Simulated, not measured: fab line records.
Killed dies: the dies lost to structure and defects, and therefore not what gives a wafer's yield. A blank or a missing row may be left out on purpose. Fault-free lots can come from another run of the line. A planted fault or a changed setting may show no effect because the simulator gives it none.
A lot that was struck, set against a sound lot    flow sky130    24 out of 708 route steps
Sound: wafers L993.1, L993.2, L993.3. Struck: wafers L994.1, L994.6 (left out: L994.2, a lot-mate that was not struck); the cause follows at the end.
Per side, at each step with rows, come the tool, then ch with its chambers, and then its first start. Under that, the readings that differ: sound wafers    struck wafers    difference of the means    sigmas: that difference in standard deviations of wafers without a fault.
alike: readings with means less than 2 such deviations apart, plus words and numbers identical on both sides. not compared: withheld readings, readings lacking a value on some wafer, bounds such as >300 that could conceal the same value, and numbers that have no deviation in the record and whose values overlap.
Wherever a step has rows on one side only, a row that says differs or no value, or a row with sigmas, the two part there. Numbers that don't overlap but have no deviation are shown without sigmas and don't part them. A reading that every wafer of one side lacks parts them only if that side has two wafers or more.

first, 3 steps without rows for these wafers: SKY_LOCAL_INTERCONNECT_STRIP_16 (strips in post etch residue remover, time 1200 s); SKY_LOCAL_INTERCONNECT_CLEAN_17 (cleans in IPA, time 180 s); SKY_LOCAL_INTERCONNECT_CLEAN_18 (cleans in O3/DIW).
SKY_CONTACT_CVD_00: deposits Si3N4, target thk 75 nm.
  sound on pecvd-04 ch 0,1,2, day 33 03:27; struck on pecvd-01 ch 1,2, day 33 02:32
  alike: heater_power_w
SKY_CONTACT_THK_MEAS_01:
  sound on film_metro-03, day 33 03:29; struck on film_metro-04, day 33 02:34
  alike: CONTACT_CVD_00_THK
then, 1 step without rows for these wafers: SKY_CONTACT_HDPCVD_02 (deposits SiO2, target thk 565 nm, time 94.2 s).
SKY_CONTACT_THK_MEAS_03:
  sound on film_metro-04, day 33 03:37; struck on film_metro-03, day 33 02:43
  alike: CONTACT_HDPCVD_THK
SKY_CONTACT_CMP_04: polishes SiO2.
  sound on cmp-02 ch 1,2,3, day 33 03:40; struck on cmp-02 ch 1,3, day 33 02:53
  alike: motor_current_A, time_to_endpoint_s
SKY_CONTACT_BOW_MEAS_05:
  sound on film_metro-02, day 33 03:58; struck on film_metro-03, day 33 03:05
  alike: CONTACT_BOW
then, 3 steps without rows for these wafers: SKY_CONTACT_DEHYDRATE_06 (time 60 s); SKY_CONTACT_HMDS_07 (prime time 60 s); SKY_CONTACT_COAT_08 (resist thk 60 nm).
SKY_CONTACT_COAT_09: resist thk 450 nm.
  sound on litho_track-01 ch 0, day 33 17:00; struck on litho_track-04 ch 0, day 33 16:00
reading                                         sound              struck       difference  sigmas
resist_line_temp_C (C)                          22.98 23.05 23.05  22.77 22.75  -0.27       -3
model.KrF-thick_of_CONTACT_COAT_09.thk_nm (nm)  450.9 450.5 451.6  469.2 468.8  +18.0       
then, 4 steps without rows for these wafers: SKY_CONTACT_SOFTBAKE_10 (time 90 s); SKY_CONTACT_EXPOSE_11 (exposes mask CTM1, target cd 170 nm); SKY_CONTACT_PEB_12; SKY_CONTACT_DEVELOP_13 (develop time 60 s).
SKY_CONTACT_CD_MEAS_14 targets a cd of 170 nm.
  sound on cd_sem-01, day 34 06:37; struck on cd_sem-02, day 34 05:40
reading     sound              struck       difference  sigmas
cd_nm (nm)  167.3 167.1 167.5  170.5 171.3  +3.6        +2
SKY_CONTACT_OVL_MEAS_15:
  sound on overlay-02, day 34 06:44; struck on overlay-01, day 34 05:47
  alike: CONTACT_OVL
SKY_CONTACT_ETCH_16: etches BARC in N2/H2, stops on SiO2, time 45.9 s, target depth 60 nm.
  sound on rie_diel-03 ch 1,2,3, day 34 06:46; struck on rie_diel-02 ch 0,2, day 34 05:49
  alike: drypump_motor_current_A, n2_flow_sccm, oes_product_au, throttle_valve_pct
  not compared: rf_hours_counter_h
SKY_CONTACT_ETCH_17: etches SiO2 in C4F8/O2/Ar, stops on Si3N4, target depth 340 nm.
  sound on rie_diel-03 ch 1,2,3, day 34 06:49; struck on rie_diel-02 ch 0,2, day 34 05:52
  alike: oes_product_au
SKY_CONTACT_ETCH_18: etches Si3N4 in CHF3/O2, stops on TiN, time 39 s, target depth 75 nm.
  sound: rie_diel-03 ch 1,2,3; struck: rie_diel-02 ch 0,2
reading                                         sound              struck       difference  sigmas
model.KrF-thick_of_CONTACT_COAT_09.thk_nm (nm)  246.9 244.6 248.9  263.4 259.5  +14.6       
  alike: drypump_motor_current_A, oes_product_au, throttle_valve_pct
  not compared: rf_hours_counter_h
SKY_CONTACT_STRIP_19: strips in O2/N2.
  sound on plasma_asher-01 ch 0,1, day 34 06:54; struck on plasma_asher-02 ch 1, day 34 05:57
reading                       sound              struck       difference  sigmas
strip_time_to_endpoint_s (s)  3.651 3.640 3.691  3.861 3.776  +0.158      +6
  alike: drypump_motor_current_A, n2_flow_sccm, oes_product_au
  not compared: rf_hours_counter_h
then, 1 step without rows for these wafers: SKY_CONTACT_STRIP_20 (strips in post etch residue remover, time 1200 s).

WHERE THEY PART
At SKY_CONTACT_COAT_09 first; at SKY_CONTACT_STRIP_19 last (within this record only).

WHY: what had been put in by the simulator
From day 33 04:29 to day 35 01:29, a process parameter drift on litho_track-04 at SKY_CONTACT_COAT_09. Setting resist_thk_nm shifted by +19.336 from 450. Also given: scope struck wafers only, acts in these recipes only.
